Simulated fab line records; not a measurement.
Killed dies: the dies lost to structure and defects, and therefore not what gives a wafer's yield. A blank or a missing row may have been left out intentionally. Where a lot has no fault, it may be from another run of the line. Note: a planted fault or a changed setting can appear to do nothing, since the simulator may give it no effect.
Matching of chambers :: flow gf180mcu :: 3 sister chambers for GF_STI_CVD_23 on hdpcvd-01
The step deposits SiO2, target thk 650 nm, time 108.3 s. 18 wafers are shown with their chamber, then 9 later ones without.

## WAFERS, EACH WITH ITS CHAMBER
wafer: L806.2
chamber: 1
run-length-s (s): 136.6
pressure-mtorr (mTorr): 5.996
sih4-flow-sccm (sccm): 59.96

wafer: L806.3
chamber: 0
run-length-s (s): 135.7
pressure-mtorr (mTorr): 6.014
sih4-flow-sccm (sccm): 60.39

wafer: L806.4
chamber: 1
run-length-s (s): 136.1
pressure-mtorr (mTorr): 6.012
sih4-flow-sccm (sccm): 59.79

wafer: L810.1
chamber: 0
run-length-s (s): 135.6
pressure-mtorr (mTorr): 6.021
sih4-flow-sccm (sccm): 59.99

wafer: L810.4
chamber: 0
run-length-s (s): 135.5
pressure-mtorr (mTorr): 6.003
sih4-flow-sccm (sccm): 60.05

wafer: L810.6
chamber: 1
run-length-s (s): 136.4
pressure-mtorr (mTorr): 5.998
sih4-flow-sccm (sccm): 59.91

wafer: L817.1
chamber: 2
run-length-s (s): 136.7
pressure-mtorr (mTorr): 5.998
sih4-flow-sccm (sccm): 59.94

wafer: L817.2
chamber: 0
run-length-s (s): 136.4
pressure-mtorr (mTorr): 6.004
sih4-flow-sccm (sccm): 59.78

wafer: L817.5
chamber: 1
run-length-s (s): 136.6
pressure-mtorr (mTorr): 5.988
sih4-flow-sccm (sccm): 60.48

wafer: L821.2
chamber: 1
run-length-s (s): 136.4
pressure-mtorr (mTorr): 5.983
sih4-flow-sccm (sccm): 60.14

wafer: L821.4
chamber: 1
run-length-s (s): 136.2
pressure-mtorr (mTorr): 5.996
sih4-flow-sccm (sccm): 60.18

wafer: L821.5
chamber: 0
run-length-s (s): 136.3
pressure-mtorr (mTorr): 5.992
sih4-flow-sccm (sccm): 59.54

wafer: L822.4
chamber: 1
run-length-s (s): 136.7
pressure-mtorr (mTorr): 6.001
sih4-flow-sccm (sccm): 60.05

wafer: L822.5
chamber: 2
run-length-s (s): 137.0
pressure-mtorr (mTorr): 5.993
sih4-flow-sccm (sccm): 60.19

wafer: L822.6
chamber: 0
run-length-s (s): 135.6
pressure-mtorr (mTorr): 6.003
sih4-flow-sccm (sccm): 59.98

wafer: L824.2
chamber: 1
run-length-s (s): 136.3
pressure-mtorr (mTorr): 5.988
sih4-flow-sccm (sccm): 60.38

wafer: L824.4
chamber: 0
run-length-s (s): 135.9
pressure-mtorr (mTorr): 5.999
sih4-flow-sccm (sccm): 60.03

wafer: L824.5
chamber: 2
run-length-s (s): 136.7
pressure-mtorr (mTorr): 6.006
sih4-flow-sccm (sccm): 59.96

SIGNATURES (means of the wafers above)
reading: run-length-s
chamber 0: 135.857
chamber 1: 136.412
chamber 2: 136.800
scatter within a chamber: 0.276

reading: pressure-mtorr
chamber 0: 6.00514
chamber 1: 5.99525
chamber 2: 5.99900
scatter within a chamber: 0.009

reading: sih4-flow-sccm
chamber 0: 59.9657
chamber 1: 60.1112
chamber 2: 60.0300
scatter within a chamber: 0.235
Rule: for a wafer and a chamber, the distance is found by dividing, reading by reading, the gap between the wafer's reading and the chamber's mean by the reading's scatter, squaring, summing and taking the root. If the next closest chamber is less than 2 further off than the closest, the wafer can't be placed; otherwise it belongs to the closest. The scatter is the square root of a quotient: the sum, over the shown wafers, of each reading's squared deviation from its chamber's mean, divided by wafers minus chambers.

## WAFERS WITHOUT THEIR CHAMBER
wafer: L825.2
run-length-s (s): 137.3
pressure-mtorr (mTorr): 5.979
sih4-flow-sccm (sccm): 59.89

wafer: L825.3
run-length-s (s): 136.3
pressure-mtorr (mTorr): 5.987
sih4-flow-sccm (sccm): 60.18

wafer: L825.4
run-length-s (s): 136.1
pressure-mtorr (mTorr): 6.004
sih4-flow-sccm (sccm): 59.97

wafer: L826.1
run-length-s (s): 136.6
pressure-mtorr (mTorr): 5.995
sih4-flow-sccm (sccm): 59.98

wafer: L826.2
run-length-s (s): 137.0
pressure-mtorr (mTorr): 6.025
sih4-flow-sccm (sccm): 59.91

wafer: L826.6
run-length-s (s): 137.2
pressure-mtorr (mTorr): 6.004
sih4-flow-sccm (sccm): 60.00

wafer: L828.1
run-length-s (s): 136.1
pressure-mtorr (mTorr): 6.010
sih4-flow-sccm (sccm): 59.90

wafer: L828.2
run-length-s (s): 137.2
pressure-mtorr (mTorr): 5.998
sih4-flow-sccm (sccm): 59.97

wafer: L828.3
run-length-s (s): 136.6
pressure-mtorr (mTorr): 5.991
sih4-flow-sccm (sccm): 60.03

## EACH ONE'S CHAMBER
wafer: L825.2
from the rows above: can't be placed: 2 or 1
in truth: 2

wafer: L825.3
from the rows above: can't be placed: 1 or 2 or 0
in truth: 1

wafer: L825.4
from the rows above: can't be placed: 0 or 1 or 2
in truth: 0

wafer: L826.1
from the rows above: can't be placed: 2 or 1
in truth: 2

wafer: L826.2
from the rows above: can't be placed: 2 or 1 or 0
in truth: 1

wafer: L826.6
from the rows above: can't be placed: 2 or 1
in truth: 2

wafer: L828.1
from the rows above: can't be placed: 0 or 1 or 2
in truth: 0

wafer: L828.2
from the rows above: can't be placed: 2 or 1
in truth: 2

wafer: L828.3
from the rows above: can't be placed: 1 or 2
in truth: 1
Placed correctly: 0 of 9. Unplaceable from these rows: 9, with the true chamber sitting among the candidates in 9. 0 placed wrongly.
